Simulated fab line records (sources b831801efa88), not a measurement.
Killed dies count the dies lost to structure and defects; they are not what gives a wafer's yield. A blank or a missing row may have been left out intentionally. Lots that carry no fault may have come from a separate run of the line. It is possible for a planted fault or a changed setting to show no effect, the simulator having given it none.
Matching of chambers | flow gf180mcu | cmp-02 running GF_V4_CMP_26: 4 sister chambers
The step polishes, stops on SiO2, t overpolish 15 s, target thk 0 nm. 8 wafers are shown with their chamber, then 8 later ones without.

== WAFERS WITH THEIR CHAMBER ==
wafer  | chamber | motor current A (A) | time to endpoint s (s)
L315.4 | 1       | 10.5                | 84
L320.2 | 1       | 10.1                | 78
L322.2 | 3       | 13.7                | 75
L322.5 | 2       | 11.8                | 84
L325.1 | 3       | 14.6                | 79
L325.3 | 0       | 11.5                | 83
L325.6 | 0       | 11.7                | 83
L327.2 | 2       | 11.4                | 85

== WAFERS MISSING THEIR CHAMBER ==
wafer  | motor current A (A) | time to endpoint s (s)
L327.3 | 11.6                | 81
L327.6 | 11.9                | 81
L331.1 | 12.0                | 87
L331.3 | 11.3                | 84
L331.4 | 10.6                | 83
L334.2 | 12.0                | 86
L334.3 | 10.5                | 79
L334.5 | 11.5                | 82

== CHAMBER TAKEN BY EACH ==
wafer  | from the rows above          | in truth
L327.3 | can't be placed: 0 or 2      | 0
L327.6 | can't be placed: 0 or 2      | 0
L331.1 | can't be placed: 2 or 0      | 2
L331.3 | can't be placed: 2 or 0      | 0
L331.4 | can't be placed: 1 or 0 or 2 | 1
L334.2 | can't be placed: 2 or 0      | 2
L334.3 | 1                            | 1
L334.5 | can't be placed: 0 or 2      | 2
Correct placement for 1 of the 8. Unplaceable from these rows: 7, with the true chamber sitting among the candidates in 7. Wrongly placed: 0.
How it was worked out, from the rows above alone: a wafer's distance from a chamber is the root of the sum, over the readings, of the square of ((its reading less the chamber's mean) divided by the reading's scatter). If the next closest chamber is less than 2 further off than the closest, the wafer can't be placed; otherwise it belongs to the closest. Each chamber's mean is taken over the wafers shown for it. The scatter: the root of (the sum of the squares of (reading less its chamber's mean) over the shown wafers, divided by (wafers less chambers)).
